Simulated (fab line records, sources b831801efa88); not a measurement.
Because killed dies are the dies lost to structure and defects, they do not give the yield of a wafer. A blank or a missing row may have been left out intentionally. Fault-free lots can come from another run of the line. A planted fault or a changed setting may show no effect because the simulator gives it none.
Which tool is to blame? :: flow sky130 :: 24 lots, 72 wafers sampled, at 5 steps of a route of 708

## WHAT EACH GAUGE READ, for each wafer
SKY_VT_ADJUST_LVTN_OVL_MEAS_07.
lot: L074
measured: day 6 23:25
on: overlay-02
VT_ADJUST_LVTN_OVL (nm): -1.5 -1.2 -0.2

lot: L075
measured: day 7 02:42
on: overlay-01
VT_ADJUST_LVTN_OVL (nm): -0.8 -0.1 -1.0

lot: L076
measured: day 7 10:23
on: overlay-02
VT_ADJUST_LVTN_OVL (nm): 0.1 -1.1 -2.2

lot: L077
measured: day 7 12:59
on: overlay-01
VT_ADJUST_LVTN_OVL (nm): -0.1 0.1 -1.0

lot: L078
measured: day 8 05:04
on: overlay-02
VT_ADJUST_LVTN_OVL (nm): -0.2 -1.9 -1.1

lot: L079
measured: day 8 07:37
on: overlay-01
VT_ADJUST_LVTN_OVL (nm): 1.3 0.2 2.0

lot: L080
measured: day 8 11:11
on: overlay-01
VT_ADJUST_LVTN_OVL (nm): 0.1 0.0 0.1

lot: L081
measured: day 8 23:00
on: overlay-02
VT_ADJUST_LVTN_OVL (nm): -1.6 0.5 0.0

lot: L082
measured: day 9 04:05
on: overlay-01
VT_ADJUST_LVTN_OVL (nm): 0.5 -0.7 0.9

lot: L083
measured: day 9 07:52
on: overlay-02
VT_ADJUST_LVTN_OVL (nm): 0.6 -0.5 0.5

lot: L084
measured: day 9 12:23
on: overlay-01
VT_ADJUST_LVTN_OVL (nm): 0.0 1.3 0.4

lot: L085
measured: day 9 22:04
on: overlay-01
VT_ADJUST_LVTN_OVL (nm): 2.0 1.0 0.1

lot: L086
measured: day 10 03:02
on: overlay-02
VT_ADJUST_LVTN_OVL (nm): -0.2 -2.3 -0.4

lot: L087
measured: day 10 08:08
on: overlay-01
VT_ADJUST_LVTN_OVL (nm): -1.9 -1.2 -0.1

lot: L088
measured: day 10 13:05
on: overlay-01
VT_ADJUST_LVTN_OVL (nm): -1.6 -1.1 1.9

lot: L089
measured: day 10 20:01
on: overlay-01
VT_ADJUST_LVTN_OVL (nm): -1.7 1.9 0.2

lot: L090
measured: day 11 04:08
on: overlay-01
VT_ADJUST_LVTN_OVL (nm): -0.1 -0.8 -1.6

lot: L091
measured: day 11 10:02
on: overlay-01
VT_ADJUST_LVTN_OVL (nm): 0.9 1.3 1.9

lot: L092
measured: day 11 19:47
on: overlay-01
VT_ADJUST_LVTN_OVL (nm): -1.2 -0.3 -1.1

lot: L093
measured: day 12 04:31
on: overlay-02
VT_ADJUST_LVTN_OVL (nm): -1.8 -4.3 -2.0

lot: L094
measured: day 12 07:22
on: overlay-01
VT_ADJUST_LVTN_OVL (nm): 2.9 0.5 1.4

lot: L095
measured: day 12 09:41
on: overlay-01
VT_ADJUST_LVTN_OVL (nm): 0.3 -1.0 -1.1

lot: L096
measured: day 12 19:38
on: overlay-02
VT_ADJUST_LVTN_OVL (nm): 0.9 1.9 1.1

lot: L097
measured: day 13 03:43
on: overlay-02
VT_ADJUST_LVTN_OVL (nm): -1.4 0.6 -0.3

SKY_SONOS_ONO_THK_MEAS_01.
lot: L074
measured: day 11 16:47
on: film-metro-04
SONOS_ONO_OXIDATION_THK (nm): 2.55 2.56 2.56

lot: L075
measured: day 11 16:48
on: film-metro-01
SONOS_ONO_OXIDATION_THK (nm): 2.49 2.55 2.51

lot: L076
measured: day 12 01:20
on: film-metro-01
SONOS_ONO_OXIDATION_THK (nm): 2.66 2.61 2.66

lot: L077
measured: day 12 07:24
on: film-metro-02
SONOS_ONO_OXIDATION_THK (nm): 2.65 2.59 2.67

lot: L078
measured: day 13 02:35
on: film-metro-04
SONOS_ONO_OXIDATION_THK (nm): 2.68 2.65 2.71

lot: L079
measured: day 13 06:10
on: film-metro-04
SONOS_ONO_OXIDATION_THK (nm): 2.68 2.73 2.61

lot: L080
measured: day 13 13:08
on: film-metro-04
SONOS_ONO_OXIDATION_THK (nm): 2.63 2.54 2.56

lot: L081
measured: day 13 22:16
on: film-metro-01
SONOS_ONO_OXIDATION_THK (nm): 2.67 2.63 2.71

lot: L082
measured: day 14 06:00
on: film-metro-01
SONOS_ONO_OXIDATION_THK (nm): 2.70 2.59 2.59

lot: L083
measured: day 14 08:35
on: film-metro-04
SONOS_ONO_OXIDATION_THK (nm): 2.62 2.60 2.70

lot: L084
measured: day 14 16:47
on: film-metro-04
SONOS_ONO_OXIDATION_THK (nm): 2.68 2.66 2.59

lot: L085
measured: day 15 02:47
on: film-metro-02
SONOS_ONO_OXIDATION_THK (nm): 2.63 2.61 2.61

lot: L086
measured: day 15 07:25
on: film-metro-02
SONOS_ONO_OXIDATION_THK (nm): 2.61 2.58 2.57

lot: L087
measured: day 15 20:13
on: film-metro-04
SONOS_ONO_OXIDATION_THK (nm): 2.54 2.56 2.62

lot: L088
measured: day 16 00:22
on: film-metro-04
SONOS_ONO_OXIDATION_THK (nm): 2.56 2.60 2.53

lot: L089
measured: day 16 08:06
on: film-metro-04
SONOS_ONO_OXIDATION_THK (nm): 2.47 2.51 2.59

lot: L090
measured: day 16 18:35
on: film-metro-04
SONOS_ONO_OXIDATION_THK (nm): 2.51 2.54 2.55

lot: L091
measured: day 17 00:34
on: film-metro-04
SONOS_ONO_OXIDATION_THK (nm): 2.66 2.66 2.65

lot: L092
measured: day 17 11:25
on: film-metro-02
SONOS_ONO_OXIDATION_THK (nm): 2.62 2.56 2.54

lot: L093
measured: day 17 20:31
on: film-metro-01
SONOS_ONO_OXIDATION_THK (nm): 2.58 2.62 2.60

lot: L094
measured: day 18 01:04
on: film-metro-02
SONOS_ONO_OXIDATION_THK (nm): 2.69 2.62 2.62

lot: L095
measured: day 18 05:11
on: film-metro-01
SONOS_ONO_OXIDATION_THK (nm): 2.71 2.63 2.71

lot: L096
measured: day 18 17:10
on: film-metro-04
SONOS_ONO_OXIDATION_THK (nm): 2.52 2.57 2.58

lot: L097
measured: day 18 22:18
on: film-metro-02
SONOS_ONO_OXIDATION_THK (nm): 2.52 2.53 2.56

SKY_CONTACT_BOW_MEAS_05.
lot: L074
measured: day 30 14:23
on: film-metro-04
CONTACT_BOW (um): 84 93 89

lot: L075
measured: day 30 19:43
on: film-metro-04
CONTACT_BOW (um): 88 88 78

lot: L076
measured: day 31 00:50
on: film-metro-02
CONTACT_BOW (um): 76 72 76

lot: L077
measured: day 31 04:41
on: film-metro-04
CONTACT_BOW (um): 76 84 80

lot: L078
measured: day 32 04:18
on: film-metro-01
CONTACT_BOW (um): 69 77 81

lot: L079
measured: day 32 10:35
on: film-metro-01
CONTACT_BOW (um): 70 80 87

lot: L080
measured: day 32 14:41
on: film-metro-02
CONTACT_BOW (um): 80 75 76

lot: L081
measured: day 33 02:02
on: film-metro-02
CONTACT_BOW (um): 73 82 88

lot: L082
measured: day 33 12:29
on: film-metro-04
CONTACT_BOW (um): 79 76 71

lot: L083
measured: day 33 14:13
on: film-metro-02
CONTACT_BOW (um): 80 75 71

lot: L084
measured: day 33 20:57
on: film-metro-01
CONTACT_BOW (um): 85 91 74

lot: L085
measured: day 34 03:46
on: film-metro-04
CONTACT_BOW (um): 83 69 92

lot: L086
measured: day 34 10:09
on: film-metro-01
CONTACT_BOW (um): 86 95 81

lot: L087
measured: day 34 21:47
on: film-metro-02
CONTACT_BOW (um): 76 86 77

lot: L088
measured: day 35 01:50
on: film-metro-04
CONTACT_BOW (um): 72 85 76

lot: L089
measured: day 35 04:25
on: film-metro-01
CONTACT_BOW (um): 76 74 88

lot: L090
measured: day 35 16:58
on: film-metro-02
CONTACT_BOW (um): 73 76 77

lot: L091
measured: day 36 00:11
on: film-metro-01
CONTACT_BOW (um): 87 89 86

lot: L092
measured: day 36 08:31
on: film-metro-01
CONTACT_BOW (um): 80 80 80

lot: L093
measured: day 36 12:41
on: film-metro-01
CONTACT_BOW (um): 86 91 93

lot: L094
measured: day 36 20:23
on: film-metro-01
CONTACT_BOW (um): 78 85 85

lot: L095
measured: day 37 04:40
on: film-metro-01
CONTACT_BOW (um): 90 92 78

lot: L096
measured: day 37 06:57
on: film-metro-04
CONTACT_BOW (um): 71 73 76

lot: L097
measured: day 37 13:14
on: film-metro-04
CONTACT_BOW (um): 83 74 73

SKY_METAL4_OVL_MEAS_14.
lot: L074
measured: day 41 23:20
on: overlay-02
METAL4_OVL (nm): 4 -4 -1

lot: L075
measured: day 42 04:39
on: overlay-02
METAL4_OVL (nm): 5 0 -4

lot: L076
measured: day 42 08:12
on: overlay-01
METAL4_OVL (nm): 6 -2 0

lot: L077
measured: day 42 11:59
on: overlay-01
METAL4_OVL (nm): -2 -2 1

lot: L078
measured: day 43 08:10
on: overlay-01
METAL4_OVL (nm): 10 4 10

lot: L079
measured: day 43 12:35
on: overlay-01
METAL4_OVL (nm): -5 11 -6

lot: L080
measured: day 43 18:11
on: overlay-01
METAL4_OVL (nm): -6 -6 -3

lot: L081
measured: day 44 02:32
on: overlay-01
METAL4_OVL (nm): -7 -2 -5

lot: L082
measured: day 44 09:42
on: overlay-02
METAL4_OVL (nm): 2 10 -4

lot: L083
measured: day 44 12:32
on: overlay-02
METAL4_OVL (nm): -3 7 12

lot: L084
measured: day 44 19:48
on: overlay-01
METAL4_OVL (nm): 3 4 6

lot: L085
measured: day 45 01:20
on: overlay-01
METAL4_OVL (nm): 4 3 4

lot: L086
measured: day 45 03:59
on: overlay-01
METAL4_OVL (nm): -1 -10 -4

lot: L087
measured: day 45 15:11
on: overlay-02
METAL4_OVL (nm): -5 4 4

lot: L088
measured: day 45 20:53
on: overlay-02
METAL4_OVL (nm): -8 -2 -4

lot: L089
measured: day 45 23:03
on: overlay-01
METAL4_OVL (nm): 1 1 12

lot: L090
measured: day 46 08:02
on: overlay-02
METAL4_OVL (nm): 3 -2 -1

lot: L091
measured: day 46 11:37
on: overlay-02
METAL4_OVL (nm): -3 7 1

lot: L092
measured: day 46 21:06
on: overlay-01
METAL4_OVL (nm): 5 4 3

lot: L093
measured: day 47 00:02
on: overlay-01
METAL4_OVL (nm): -8 -10 2

lot: L094
measured: day 47 05:29
on: overlay-01
METAL4_OVL (nm): 0 -1 -6

lot: L095
measured: day 47 11:06
on: overlay-01
METAL4_OVL (nm): 3 -2 -3

lot: L096
measured: day 47 12:53
on: overlay-02
METAL4_OVL (nm): -5 -5 4

lot: L097
measured: day 47 18:29
on: overlay-02
METAL4_OVL (nm): 1 6 2

## TOOL THAT RAN EACH LOT (tool first, then ch and the chambers of the sampled wafers, then the start)
lot: L074
SKY_METAL1_DESCUM_17: rie-metal-02 ch 0,1, day 32 22:40

lot: L075
SKY_METAL1_DESCUM_17: rie-metal-01 ch 0,1, day 33 06:38

lot: L076
SKY_METAL1_DESCUM_17: rie-metal-02 ch 0,1, day 33 09:23

lot: L077
SKY_METAL1_DESCUM_17: rie-metal-04 ch 0, day 33 13:16

lot: L078
SKY_METAL1_DESCUM_17: rie-metal-04 ch 0,1, day 34 12:37

lot: L079
SKY_METAL1_DESCUM_17: rie-metal-04 ch 0,1, day 34 17:34

lot: L080
SKY_METAL1_DESCUM_17: rie-metal-04 ch 0,1, day 34 21:58

lot: L081
SKY_METAL1_DESCUM_17: rie-metal-01 ch 0,1, day 35 09:31

lot: L082
SKY_METAL1_DESCUM_17: rie-metal-01 ch 0,1, day 35 19:11

lot: L083
SKY_METAL1_DESCUM_17: rie-metal-04 ch 0,1, day 35 20:07

lot: L084
SKY_METAL1_DESCUM_17: rie-metal-04 ch 0,1, day 36 03:59

lot: L085
SKY_METAL1_DESCUM_17: rie-metal-01 ch 0, day 36 09:28

lot: L086
SKY_METAL1_DESCUM_17: rie-metal-02 ch 0,1, day 36 16:10

lot: L087
SKY_METAL1_DESCUM_17: rie-metal-02 ch 0,1, day 37 03:37

lot: L088
SKY_METAL1_DESCUM_17: rie-metal-02 ch 0,1, day 37 08:07

lot: L089
SKY_METAL1_DESCUM_17: rie-metal-02 ch 0, day 37 09:49

lot: L090
SKY_METAL1_DESCUM_17: rie-metal-02 ch 1, day 37 22:10

lot: L091
SKY_METAL1_DESCUM_17: rie-metal-01 ch 0,1, day 38 06:14

lot: L092
SKY_METAL1_DESCUM_17: rie-metal-02 ch 0,1, day 38 15:20

lot: L093
SKY_METAL1_DESCUM_17: rie-metal-01 ch 1, day 38 18:58

lot: L094
SKY_METAL1_DESCUM_17: rie-metal-04 ch 0,1, day 39 01:40

lot: L095
SKY_METAL1_DESCUM_17: rie-metal-01 ch 0,1, day 39 10:23

lot: L096
SKY_METAL1_DESCUM_17: rie-metal-04 ch 0,1, day 39 12:07

lot: L097
SKY_METAL1_DESCUM_17: rie-metal-02 ch 0,1, day 39 18:43
- SKY_METAL1_DESCUM_17: chemistry O2, time 8 s.

## WHAT THE TOOLS THEMSELVES READ (means of the sampled wafers that have a number; where no wafer has one, the mark that the record gives instead)
SKY_METAL1_DESCUM_17.
lot: L074
tool: rie-metal-02
drypump-motor-current-A (A): 5.8
oes-product-au (a.u.): 0.984
temp-c (C): 40.01

lot: L075
tool: rie-metal-01
drypump-motor-current-A (A): 5.6
oes-product-au (a.u.): 0.995
temp-c (C): 39.94

lot: L076
tool: rie-metal-02
drypump-motor-current-A (A): 5.8
oes-product-au (a.u.): 0.989
temp-c (C): 39.98

lot: L077
tool: rie-metal-04
drypump-motor-current-A (A): 5.6
oes-product-au (a.u.): 1.006
temp-c (C): 39.98

lot: L078
tool: rie-metal-04
drypump-motor-current-A (A): 5.4
oes-product-au (a.u.): 1.004
temp-c (C): 39.96

lot: L079
tool: rie-metal-04
drypump-motor-current-A (A): 5.4
oes-product-au (a.u.): 1.003
temp-c (C): 39.96

lot: L080
tool: rie-metal-04
drypump-motor-current-A (A): 5.2
oes-product-au (a.u.): 1.007
temp-c (C): 40.02

lot: L081
tool: rie-metal-01
drypump-motor-current-A (A): 5.4
oes-product-au (a.u.): 1.006
temp-c (C): 40.00

lot: L082
tool: rie-metal-01
drypump-motor-current-A (A): 5.6
oes-product-au (a.u.): 1.007
temp-c (C): 39.98

lot: L083
tool: rie-metal-04
drypump-motor-current-A (A): 5.4
oes-product-au (a.u.): 0.990
temp-c (C): 40.07

lot: L084
tool: rie-metal-04
drypump-motor-current-A (A): 5.2
oes-product-au (a.u.): 0.996
temp-c (C): 40.15

lot: L085
tool: rie-metal-01
drypump-motor-current-A (A): 5.3
oes-product-au (a.u.): 1.006
temp-c (C): 40.09

lot: L086
tool: rie-metal-02
drypump-motor-current-A (A): 5.8
oes-product-au (a.u.): 1.007
temp-c (C): 40.01

lot: L087
tool: rie-metal-02
drypump-motor-current-A (A): 5.8
oes-product-au (a.u.): 0.987
temp-c (C): 40.06

lot: L088
tool: rie-metal-02
drypump-motor-current-A (A): 5.8
oes-product-au (a.u.): 1.001
temp-c (C): 40.00

lot: L089
tool: rie-metal-02
drypump-motor-current-A (A): 6.0
oes-product-au (a.u.): 1.011
temp-c (C): 39.97

lot: L090
tool: rie-metal-02
drypump-motor-current-A (A): 5.7
oes-product-au (a.u.): 0.988
temp-c (C): 39.90

lot: L091
tool: rie-metal-01
drypump-motor-current-A (A): 5.6
oes-product-au (a.u.): 1.008
temp-c (C): 39.93

lot: L092
tool: rie-metal-02
drypump-motor-current-A (A): 5.9
oes-product-au (a.u.): 1.013
temp-c (C): 39.95

lot: L093
tool: rie-metal-01
drypump-motor-current-A (A): 5.7
oes-product-au (a.u.): 0.993
temp-c (C): 39.88

lot: L094
tool: rie-metal-04
drypump-motor-current-A (A): 5.2
oes-product-au (a.u.): 1.006
temp-c (C): 40.09

lot: L095
tool: rie-metal-01
drypump-motor-current-A (A): 5.6
oes-product-au (a.u.): 1.000
temp-c (C): 40.01

lot: L096
tool: rie-metal-04
drypump-motor-current-A (A): 5.4
oes-product-au (a.u.): 1.014
temp-c (C): 39.98

lot: L097
tool: rie-metal-02
drypump-motor-current-A (A): 5.8
oes-product-au (a.u.): 0.989
temp-c (C): 40.06

## THE ANSWER, worked out from the rows above alone
Rule: usual is defined by the lots themselves. The widest of any qualifying gaps counts: lots, ordered by their means at a reading, are off when they make up no more than a third of the lots, leave a main group of 4 or more, and stand apart from it by 3 or more times the standard deviation of that group's means. Not used: any main group whose means are identical at the precision the tables above print for the reading. A lot without any number at a reading at which 4 lots or more have one is off too. All remaining lots with rows at the step are treated as sound. After the gauges, taken in route order, come the tools' own readings; for these a lot's mean is taken, as printed above. At the first step where some lot is off, the reading lying furthest off is the one used; lots without a number count as furthest.
No lot is off at any reading shown: from this, nothing can be told.

## WHAT WAS PUT IN BY THE SIMULATOR
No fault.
